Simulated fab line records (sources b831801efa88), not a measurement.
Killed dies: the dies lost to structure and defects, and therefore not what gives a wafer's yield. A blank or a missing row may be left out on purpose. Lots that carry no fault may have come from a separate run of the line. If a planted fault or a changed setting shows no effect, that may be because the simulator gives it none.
Which tool is to blame? + flow sky130 + 12 lots with 36 wafers sampled at 4 steps, on a route of 708 steps

WHAT EACH GAUGE READ, for each wafer
SKY_RES_XHIGH_TW_MEAS_09. Usual: RES_XHIGH_TW typically reads 1635, with standard deviation 18.
| lot  | measured     | on            | RES_XHIGH_TW   | flag |
|------|--------------|---------------|----------------|------|
| L962 | day 26 17:20 | film metro-04 | 1638 1648 1629 |      |
| L964 | day 27 02:40 | film metro-03 | 1619 1613 1616 |      |
| L965 | day 27 13:12 | film metro-03 | 1620 1622 1616 |      |
| L966 | day 28 02:19 | film metro-01 | 1658 1662 1661 |      |
| L968 | day 28 13:13 | film metro-04 | 1625 1632 1625 |      |
| L970 | day 29 12:53 | film metro-03 | 1616 1616 1611 |      |
| L971 | day 29 21:04 | film metro-03 | 1618 1612 1606 |      |
| L972 | day 30 04:16 | film metro-03 | 1608 1624 1615 |      |
| L974 | day 30 21:13 | film metro-03 | 1614 1610 1618 |      |
| L980 | day 32 21:35 | film metro-04 | 1633 1630 1643 |      |
| L981 | day 33 04:13 | film metro-01 | 1661 1658 1655 |      |
| L984 | day 34 01:53 | film metro-03 | 1617 1625 1621 |      |

WHICH TOOL RAN EACH LOT (tool, then ch and the chambers of the sampled wafers, then the start)
| lot  | SKY_LDD_N_IMPLANT_11            | SKY_LDD_P_STRIP_10                   | SKY_POLY_CUT_ETCH_10               |
|------|---------------------------------|--------------------------------------|------------------------------------|
| L962 | implanter-02 ch 0, day 17 19:10 | plasma asher-03 ch 0,1, day 19 02:31 | rie diel-03 ch 0,3, day 24 06:38   |
| L964 | implanter-04 ch 0, day 18 06:38 | plasma asher-01 ch 0,1, day 19 14:20 | rie diel-03 ch 1,2,3, day 24 15:50 |
| L965 | implanter-04 ch 0, day 18 14:26 | plasma asher-03 ch 0,1, day 19 22:31 | rie diel-01 ch 0,3, day 25 02:04   |
| L966 | implanter-04 ch 0, day 19 05:22 | plasma asher-03 ch 0,1, day 20 13:02 | rie diel-01 ch 1,2, day 25 15:22   |
| L968 | implanter-01 ch 0, day 19 18:03 | plasma asher-01 ch 0,1, day 21 01:53 | rie diel-04 ch 0,2, day 26 03:01   |
| L970 | implanter-02 ch 0, day 20 20:05 | plasma asher-01 ch 0,1, day 22 03:04 | rie diel-03 ch 0,3, day 27 02:38   |
| L971 | implanter-04 ch 0, day 21 06:14 | plasma asher-04 ch 0,1, day 22 13:26 | rie diel-04 ch 0,1,2, day 27 12:47 |
| L972 | implanter-04 ch 0, day 21 11:41 | plasma asher-01 ch 0,1, day 22 18:16 | rie diel-01 ch 0,1,2, day 27 18:23 |
| L974 | implanter-02 ch 0, day 22 05:37 | plasma asher-04 ch 0,1, day 23 12:46 | rie diel-03 ch 1,3, day 28 12:19   |
| L980 | implanter-04 ch 0, day 24 11:17 | plasma asher-04 ch 0,1, day 25 17:58 | rie diel-04 ch 0,2,3, day 30 14:08 |
| L981 | implanter-04 ch 0, day 24 17:27 | plasma asher-01 ch 0,1, day 25 23:44 | rie diel-03 ch 1,2, day 30 21:38   |
| L984 | implanter-01 ch 0, day 25 18:58 | plasma asher-01 ch 0,1, day 27 01:02 | rie diel-03 ch 0,1,2, day 31 20:13 |
- SKY_LDD_N_IMPLANT_11
- SKY_LDD_P_STRIP_10: strips in O2/N2.
- SKY_POLY_CUT_ETCH_10: etches BARC in N2/H2, stops on SiO2, time 45.9 s, target depth 60 nm.

WHAT THE TOOLS THEMSELVES READ (means of the sampled wafers that have a number; where no wafer has one, the mark that the record gives instead)
SKY_LDD_N_IMPLANT_11. Usual: dose ions cm2 7.498e+13, standard deviation 8.6e+10; faraday current uA 421, standard deviation 8.6.
| lot  | tool         | dose ions cm2 | faraday current uA | flag |
|------|--------------|---------------|--------------------|------|
| L962 | implanter-02 | 7.493e+13     | 414                |      |
| L964 | implanter-04 | 7.507e+13     | 423                |      |
| L965 | implanter-04 | 7.502e+13     | 428                |      |
| L966 | implanter-04 | 7.489e+13     | 419                |      |
| L968 | implanter-01 | 7.501e+13     | 417                |      |
| L970 | implanter-02 | 7.485e+13     | 415                |      |
| L971 | implanter-04 | 7.499e+13     | 418                |      |
| L972 | implanter-04 | 7.509e+13     | 417                |      |
| L974 | implanter-02 | 7.497e+13     | 426                |      |
| L980 | implanter-04 | 6.386e+13     | 355                | OFF  |
| L981 | implanter-04 | 6.376e+13     | 352                | OFF  |
| L984 | implanter-01 | 7.499e+13     | 419                |      |

SKY_LDD_P_STRIP_10. Usual: drypump motor current A 5.8 A, standard deviation 0.35; o2 flow sccm 3001 sccm, standard deviation 9.3; oes product au 0.716 a.u., standard deviation 0.0047; strip time to endpoint s 14.20 s, standard deviation 0.039.
| lot  | tool            | drypump motor current A (A) | o2 flow sccm (sccm) | oes product au (a.u.) | strip time to endpoint s (s) | flag |
|------|-----------------|-----------------------------|---------------------|-----------------------|------------------------------|------|
| L962 | plasma asher-03 | 5.7                         | 3007                | 0.714                 | 14.24                        |      |
| L964 | plasma asher-01 | 5.7                         | 3000                | 0.710                 | 14.23                        |      |
| L965 | plasma asher-03 | 5.7                         | 3005                | 0.717                 | 14.20                        |      |
| L966 | plasma asher-03 | 5.5                         | 3005                | 0.718                 | 14.20                        |      |
| L968 | plasma asher-01 | 6.0                         | 2991                | 0.712                 | 14.26                        |      |
| L970 | plasma asher-01 | 5.7                         | 3004                | 0.717                 | 14.21                        |      |
| L971 | plasma asher-04 | 6.0                         | 3003                | 0.717                 | 14.19                        |      |
| L972 | plasma asher-01 | 6.0                         | 3001                | 0.717                 | 14.26                        |      |
| L974 | plasma asher-04 | 6.0                         | 2998                | 0.713                 | 14.16                        |      |
| L980 | plasma asher-04 | 5.8                         | 2999                | 0.716                 | 14.16                        |      |
| L981 | plasma asher-01 | 5.7                         | 2998                | 0.714                 | 14.24                        |      |
| L984 | plasma asher-01 | 6.0                         | 2998                | 0.710                 | 14.20                        |      |

SKY_POLY_CUT_ETCH_10. Usual: drypump motor current A 5.8 A, standard deviation 0.48; oes product au 0.855 a.u., standard deviation 0.0044; throttle valve pct 13.223 %, standard deviation 0.0086.
| lot  | tool        | drypump motor current A (A) | oes product au (a.u.) | throttle valve pct (%) | flag |
|------|-------------|-----------------------------|-----------------------|------------------------|------|
| L962 | rie diel-03 | 6.0                         | 0.854                 | 13.222                 |      |
| L964 | rie diel-03 | 5.7                         | 0.852                 | 13.223                 |      |
| L965 | rie diel-01 | 6.2                         | 0.853                 | 13.224                 |      |
| L966 | rie diel-01 | 5.7                         | 0.856                 | 13.221                 |      |
| L968 | rie diel-04 | 5.3                         | 0.858                 | 13.223                 |      |
| L970 | rie diel-03 | 5.8                         | 0.856                 | 13.223                 |      |
| L971 | rie diel-04 | 5.6                         | 0.858                 | 13.222                 |      |
| L972 | rie diel-01 | 5.7                         | 0.851                 | 13.220                 |      |
| L974 | rie diel-03 | 5.7                         | 0.854                 | 13.224                 |      |
| L980 | rie diel-04 | 5.8                         | 0.852                 | 13.218                 |      |
| L981 | rie diel-03 | 5.7                         | 0.857                 | 13.221                 |      |
| L984 | rie diel-03 | 5.8                         | 0.853                 | 13.223                 |      |

THE ANSWER, worked out from the rows above alone
Rule: take the mean of a lot's wafers that have a number; if it is more than 3 standard deviations from the usual mean, the lot is off. Also off: a lot with no number at a reading for which 4 or more lots have one. Any other lot the step has rows for is counted as sound. After the gauges, taken in route order, come the tools' own readings; for these a lot's mean is taken, as printed above. The first step at which some lot is off is used, and at that step the reading that is off furthest; a lot without a number counts as furthest.
Off: L980, L981 (SKY_LDD_N_IMPLANT_11, dose ions cm2).
If a tool, at that step or one of the process steps before it, ran each lot that is off and ran no sound lot following the first of them, it fits. One fits: implanter-04 at SKY_LDD_N_IMPLANT_11. Its last sound lot is L972 (day 21 11:41), its first lot that is off L980 (day 24 11:17): a fault that began between those two fits.
The tool's own readings at SKY_LDD_N_IMPLANT_11 bear it out: on the lots that are off they differ by more than 5 times the standard deviation of the sound lots' means. dose ions cm2 reads 6.381e+13 there against 7.498e+13 on the sound lots; faraday current uA reads 354 there against 420 on the sound lots.

WHAT THE SIMULATOR HAD PUT IN
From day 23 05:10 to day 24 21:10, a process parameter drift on implanter-04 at SKY_LDD_N_IMPLANT_11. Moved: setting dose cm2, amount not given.
Lots struck among those shown: L980, L981. This agrees with what the rule above found.
